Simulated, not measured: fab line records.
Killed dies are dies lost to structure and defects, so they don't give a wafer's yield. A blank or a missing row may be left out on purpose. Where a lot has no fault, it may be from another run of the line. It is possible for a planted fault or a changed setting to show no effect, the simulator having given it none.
A struck lot beside a sound one | flow gf180mcu | 33 out of 602 route steps
Sound: wafers L655.1, L655.2, L655.4. Struck: wafer L674.2; the same lot's L674.3 was not struck, so it is left out; see the end for the cause.
For every step that has rows: the tool of each side, followed by ch and its chambers, followed by its first start. Under that, the readings that differ: sound wafers | struck wafers | difference of the means | sigmas: that difference in standard deviations of wafers without a fault.
alike: a reading whose means differ by less than 2 such deviations, as well as words and numbers matching on both sides. not compared: withheld readings; readings where some wafer has no value; bounds like >300 that might hide an equal value; numbers whose values overlap and for which the record gives no deviation.
Wherever a step has rows on one side only, a row that says differs or no value, or a row with sigmas, the two part there. Numbers that don't overlap but have no deviation are shown without sigmas and don't part them. A reading missing from all wafers of one side parts the sides only when that side holds two or more wafers.

first, 1 step without rows for these wafers: GF_HV_LDD_CVD_56 (deposits Si3N4 from DCS/NH3, target thk 90 nm, time 1543 s).
GF_HV_LDD_THK_MEAS_57:
  sound: film-metro-01 at day 12 21:37; struck: film-metro-04 at day 19 08:56
  alike: HV_LDD_CVD_56_THK
GF_HV_LDD_ETCHBACK_58: etches Si3N4 in CH3F/O2, stops on SiO2, time 100 s, target depth 90 nm.
  sound on rie-diel-01 ch 0,1,2, day 12 21:41; struck on rie-diel-01 ch 0, day 19 08:59
  alike: O2_flow_sccm, drypump-motor-current-A, oes-product-au, throttle-valve-pct
  not compared: rf-hours-counter-h
then, 7 steps without rows for these wafers: GF_NSD_DEHYDRATE_00 (time 60 s); GF_NSD_HMDS_01 (prime time 60 s); GF_NSD_COAT_02 (resist thk 1000 nm); GF_NSD_SOFTBAKE_03 (time 60 s); GF_NSD_EXPOSE_04 (exposes mask Nplus, target cd 400 nm); GF_NSD_PEB_05; GF_NSD_DEVELOP_06 (develop time 60 s).
GF_NSD_CD_MEAS_07: the cd target is 400 nm.
  sound: cd-sem-01 at day 13 17:22; struck: cd-sem-01 at day 20 08:53
  alike: cd-nm
GF_NSD_OVL_MEAS_08:
  sound: overlay-01 at day 13 17:29; struck: overlay-01 at day 20 08:59
  alike: NSD_OVL
GF_NSD_IMPLANT_09:
  sound on implanter-03 ch 0, day 13 17:31; struck on implanter-03 ch 0, day 20 09:02
  reading            | sound             | struck | difference | sigmas
  beam-on-s (s)      | 16.8 16.6 16.4    | 22.4   | +5.8       | +5
  faraday-current-uA | 13042 13102 13423 | 9735   | -3454      | -5
then, 1 step without rows for these wafers: GF_NSD_IMPLANT_10.
GF_NSD_STRIP_11: strips in O2/N2.
  sound on plasma-asher-02 ch 0,1, day 13 17:49; struck on plasma-asher-04 ch 0, day 20 09:19
  reading                      | sound             | struck | difference | sigmas
  heater-power-w (W)           | 349 320 339       | 394    | +58        | +2
  strip-time-to-endpoint-s (s) | 23.01 23.00 22.98 | 23.73  | +0.73      | +20
  alike: drypump-motor-current-A, oes-product-au, platen-temp-c
  not compared: rf-hours-counter-h
GF_NSD_TW_MEAS_12:
  sound: film-metro-03 at day 13 17:55; struck: film-metro-03 at day 20 09:26
  reading | sound          | struck | difference | sigmas
  NSD_TW  | 4213 4216 4215 | 4257   | +42        | +2
then, 7 steps without rows for these wafers: GF_PSD_DEHYDRATE_00 (time 60 s); GF_PSD_HMDS_01 (prime time 60 s); GF_PSD_COAT_02 (resist thk 1000 nm); GF_PSD_SOFTBAKE_03 (time 60 s); GF_PSD_EXPOSE_04 (exposes mask Pplus, target cd 400 nm); GF_PSD_PEB_05; GF_PSD_DEVELOP_06 (develop time 60 s).
GF_PSD_CD_MEAS_07: the cd target is 400 nm.
  sound: cd-sem-02 at day 14 14:37; struck: cd-sem-01 at day 21 09:08
  alike: cd-nm
GF_PSD_OVL_MEAS_08:
  sound: overlay-01 at day 14 14:44; struck: overlay-02 at day 21 09:14
  alike: PSD_OVL
then, 1 step without rows for these wafers: GF_PSD_IMPLANT_09.
GF_PSD_STRIP_10: strips in O2/N2.
  sound on plasma-asher-02 ch 0,1, day 14 14:55; struck on plasma-asher-04 ch 1, day 21 09:25
  reading                     | sound       | struck | difference | sigmas
  drypump-motor-current-A (A) | 5.7 6.4 6.4 | 5.2    | -1.0       | -3
  alike: heater-power-w, oes-product-au, platen-temp-c, strip-time-to-endpoint-s
  not compared: rf-hours-counter-h
GF_PSD_TW_MEAS_11:
  sound: film-metro-01 at day 14 15:01; struck: film-metro-01 at day 21 09:32
  alike: PSD_TW
then, 1 step without rows for these wafers: GF_PSD_CLEAN_12 (cleans in SC1/SC2, time 150 s).
GF_PSD_RTA_13: time 20 s.
  sound on rtp-anneal-01 ch 0, day 14 15:08; struck on rtp-anneal-02 ch 0, day 21 09:38
  reading            | sound          | struck | difference | sigmas
  lamp-power-pct (%) | 38.1 38.0 38.0 | 32.1   | -5.9       | -2
  alike: wafer_temp_C_max
GF_PSD_RS_MEAS_14: uses a four-point probe to measure.
  sound: film-metro-03 at day 14 15:13; struck: film-metro-04 at day 21 09:44
  reading         | sound             | struck | difference | sigmas
  NSD_RS (ohm/sq) | 46.09 46.15 46.16 | 44.76  | -1.37      | -16
GF_PSD_RS_MEAS_15: uses a four-point probe to measure.
  sound: film-metro-03 at day 14 15:20; struck: film-metro-04 at day 21 09:51
  alike: PSD_RS
GF_PASSIVATION_PROBE_99:
  the record has rows for the sound wafers here (prober-01, day 29 10:34) and none for the struck ones

== WHERE THEY PART ==
Earliest at GF_NSD_IMPLANT_09; latest, in this record, at GF_PASSIVATION_PROBE_99.

WHY: the cause the simulator had injected
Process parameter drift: implanter-03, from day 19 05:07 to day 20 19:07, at GF_NSD_IMPLANT_09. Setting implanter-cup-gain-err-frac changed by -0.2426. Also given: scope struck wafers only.
